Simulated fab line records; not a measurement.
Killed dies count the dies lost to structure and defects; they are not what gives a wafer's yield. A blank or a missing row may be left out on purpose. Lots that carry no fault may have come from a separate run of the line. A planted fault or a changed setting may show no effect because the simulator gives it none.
Struck lot and sound lot, side by side -- flow gf180mcu -- 17 out of 602 route steps
Sound: these wafers, L512.1, L512.4, L512.5. Struck: wafer L518.4. The cause is named last.
At each step with rows: each side's tool, then ch and its chambers, then its first start. Under that, the readings that differ: sound wafers -- struck wafers -- difference of the means -- sigmas: that difference in standard deviations of wafers without a fault.
alike: same words and numbers on both sides, and readings whose means sit less than 2 such deviations apart. not compared: any withheld reading, any reading some wafer has no value for, any bound like >300 that may hide the same value, and any number with overlapping values for which the record gives no deviation.
Wherever a step has rows on one side only, a row that says differs or no value, or a row with sigmas, the two part there. Numbers that don't overlap but have no deviation are shown without sigmas and don't part them. Lack of a reading on every wafer of one side parts them only where that side has two or more wafers.

first, 4 steps without rows for these wafers: GF_M1_SOFTBAKE_10 (time 60 s); GF_M1_EXPOSE_11 (exposes mask Metal1, target cd 230 nm); GF_M1_PEB_12 (peb time 90 s); GF_M1_DEVELOP_13 (develop time 60 s).
GF_M1_CD_MEAS_14 targets a cd of 230 nm.
  sound on cd_sem-02 at day 17 19:28; struck on cd_sem-01 at day 20 06:49
  alike: cd_nm
GF_M1_OVL_MEAS_15:
  sound on overlay-01 at day 17 19:35; struck on overlay-02 at day 20 06:53
  alike: M1_OVL
GF_M1_METAL_ETCH_16: etches the open film in Cl2/BCl3, stops on SiO2, target depth 627.5 nm, time 104.6 s.
  sound on rie_metal-01 ch 0,1, day 17 19:38; struck on rie_metal-01 ch 1, day 20 06:57
  alike: bcl3_flow_sccm, chamber_pressure_mTorr, drypump_motor_current_A, oes_product_au, throttle_valve_pct
  not compared: rf_hours_counter_h
GF_M1_STRIP_17: strips in O2/N2.
  sound on plasma_asher-02 ch 0,1, day 17 19:44; struck on plasma_asher-02 ch 0, day 20 07:03
  alike: chamber_pressure_mTorr, drypump_motor_current_A, heater_power_w, oes_product_au, platen_temp_c, strip_time_to_endpoint_s
  not compared: rf_hours_counter_h
then, 3 steps without rows for these wafers: GF_M1_STRIP_18 (strips in post etch residue remover, time 1200 s); GF_M1_CLEAN_19 (cleans in DIW); GF_V1_CVD_00 (deposits SiO2, target thk 600 nm, time 100 s).
GF_V1_THK_MEAS_01:
  sound on film_metro-03 at day 17 20:21; struck on film_metro-03 at day 20 07:40
  alike: V1_CVD_00_THK
GF_V1_CVD_02: deposits SiO2 from TEOS, target thk 850 nm, time 94.851 s.
  sound on pecvd-04 ch 0,1, day 17 20:25; struck on pecvd-01 ch 0, day 20 07:43
reading,sound,struck,difference,sigmas
model.SiO2_of_V1_CVD_02.thk_nm (nm),857.7 859.1 875.9,637.5,-226.7,
  alike: heater_power_w
GF_V1_THK_MEAS_03:
  sound on film_metro-01 at day 17 20:28; struck on film_metro-01 at day 20 07:47
reading,sound,struck,difference,sigmas
V1_CVD_02_THK (nm),858 859 876,638,-226,-19
GF_V1_CMP_04: polishes SiO2.
  sound on cmp-02 ch 0,1, day 17 20:35; struck on cmp-02 ch 0, day 20 07:52
reading,sound,struck,difference,sigmas
time_to_endpoint_s (s),85 80 86,3,-81,-13
  alike: motor_current_A
GF_V1_BOW_MEAS_05:
  sound on film_metro-03 at day 17 20:50; struck on film_metro-03 at day 20 08:11
  alike: V1_BOW
GF_PASSIVATION_PROBE_99:
  rows exist in the record for the sound wafers here (prober-01, day 29 15:58), none for the struck ones

WHERE THEY PART
First at GF_V1_THK_MEAS_03; last, within this record, at GF_PASSIVATION_PROBE_99.

WHY: what the simulator had put in
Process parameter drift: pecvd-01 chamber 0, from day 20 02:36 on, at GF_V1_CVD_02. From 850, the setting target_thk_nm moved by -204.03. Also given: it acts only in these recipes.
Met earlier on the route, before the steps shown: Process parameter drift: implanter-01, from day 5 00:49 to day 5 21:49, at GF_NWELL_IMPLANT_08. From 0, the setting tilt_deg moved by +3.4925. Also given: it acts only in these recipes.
